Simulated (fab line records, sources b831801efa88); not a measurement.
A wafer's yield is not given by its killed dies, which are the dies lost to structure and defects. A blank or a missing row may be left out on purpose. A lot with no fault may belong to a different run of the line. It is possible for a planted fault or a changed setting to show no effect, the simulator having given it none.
Problem report in the 8D (eight disciplines) form, filled by code + flow sky130 + the parts of the form that need people (team, actions taken, sign-off) are left out

== 1. WHAT IS WRONG ==
Wafers free of any fault read 43.2 nm (standard deviation 0.37) for SPACER_CVD_00_THK at SKY_SPACER_THK_MEAS_01, against a mean of 27.5 nm on 6 wafers of 2 lots. That puts it -42 standard deviations away from the usual mean.
First seen on wafer L214.1, day 28 15:38, on film-metro-04. The record has a number at this step for 30 wafers belonging to 10 lots. The rule behind "out" and "out of limits": a value lying over 4 standard deviations away from the usual mean. Any other wafer with a number is counted as sound.

== 2. WHAT IT IS, AND WHAT IT ISN'T ==
| question                    | is                           | is not                                         |
|-----------------------------|------------------------------|------------------------------------------------|
| which readings at this step | SPACER_CVD_00_THK            | -                                              |
| which lots                  | L214, L215                   | L201, L202, L204, L205, L207, L208, L211, L213 |
| which wafers of those lots  | all that have a number       | -                                              |
| read on which gauges        | film-metro-03, film-metro-04 | film-metro-01                                  |
| when                        | from day 28 15:38            | up to then (24 sound wafers)                   |

== 3. SUSPECTS, AND WHAT RULES EACH OUT ==
Counting: a tool at a process step up to the reading stays a suspect if it ran every lot that is out and no sound lot after the first of them.
- the gauge at SKY_SPACER_THK_MEAS_01: ruled out. Those wafers that are out were read across 2 gauges (film-metro-03, film-metro-04).
- lpcvd-02 at SKY_SPACER_CVD_00 (deposits Si3N4 from DCS/NH3, target thk 43.1 nm, time 740 s): kept. It processed each lot that is out, first L214 at day 28 14:25, and no sound lot thereafter; up to then, the last sound lot it processed was L213 at day 28 08:40. On those wafers its own readings are out: spike-tc-bottom-C, spike-tc-centre-C, spike-tc-lower-C, spike-tc-top-C, spike-tc-upper-C, susceptor-temp-C.
Remaining after the count: lpcvd-02 at SKY_SPACER_CVD_00.

== 4. THE CAUSE (what the simulator had put in) ==
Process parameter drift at SKY_SPACER_CVD_00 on lpcvd-02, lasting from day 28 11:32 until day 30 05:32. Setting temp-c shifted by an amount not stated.
After counting, this tool was the only one left.

== 5. THE CHAIN OF EFFECTS, in route order ==
One row per reading whose mean, taken over the struck wafers that have a number, lies over 3 standard deviations from the usual. Readings are gone through only where the record gives a usual standard deviation; hours: the median, over the lots, of the time from a lot's start at the first step in this table giving one to that lot's start at this step; sigmas: the change measured in usual standard deviations.
| hours | step                   | reading               | usual      | on struck wafers | change | sigmas |
|-------|------------------------|-----------------------|------------|------------------|--------|--------|
| 0     | SKY_SPACER_CVD_00      | spike-tc-bottom-C     | 788.4 C    | 766.4            | -22.0  | -18    |
| 0     | SKY_SPACER_CVD_00      | spike-tc-centre-C     | 769.5 C    | 748.1            | -21.4  | -23    |
| 0     | SKY_SPACER_CVD_00      | spike-tc-lower-C      | 770.8 C    | 748.5            | -22.3  | -19    |
| 0     | SKY_SPACER_CVD_00      | spike-tc-top-C        | 783.8 C    | 762.7            | -21.1  | -11    |
| 0     | SKY_SPACER_CVD_00      | spike-tc-upper-C      | 769.9 C    | 747.1            | -22.8  | -23    |
| 0     | SKY_SPACER_CVD_00      | susceptor-temp-C      | 770.0 C    | 748.1            | -21.9  | -61    |
| 0     | SKY_SPACER_CVD_00      | zone-power-bottom-pct | 23.0 %     | 21.9             | -1.1   | -3.3   |
| 1     | SKY_SPACER_THK_MEAS_01 | SPACER_CVD_00_THK     | 43.2 nm    | 27.5             | -15.7  | -42    |
| 1     | SKY_SPACER_ETCHBACK_02 | oes-product-au        | 0.855 a.u. | 0.682            | -0.173 | -28    |
Its process steps:
- SKY_SPACER_CVD_00: deposits Si3N4 from DCS/NH3, target thk 43.1 nm, time 740 s.
- SKY_SPACER_ETCHBACK_02: etches Si3N4 in CH3F/O2, stops on SiO2, time 46.7 s, target depth 45 nm.

== 6. WHAT WOULD HAVE CAUGHT IT SOONER ==
The first out-of-limits reading at a measuring or inspecting step in this record came at day 28 15:38, 4 hours after the fault's start at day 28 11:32.
At SKY_SPACER_CVD_00, the tool's own readings (spike-tc-bottom-C, spike-tc-centre-C, spike-tc-lower-C, spike-tc-top-C, spike-tc-upper-C, susceptor-temp-C) were out on each struck wafer the step has a row for, so an alarm limit on them would have fired on the first such wafer.
Of the lots that are out (2), L215 began SKY_SPACER_CVD_00 on lpcvd-02 after day 28 15:38. Holding the tool at that time would have saved it.
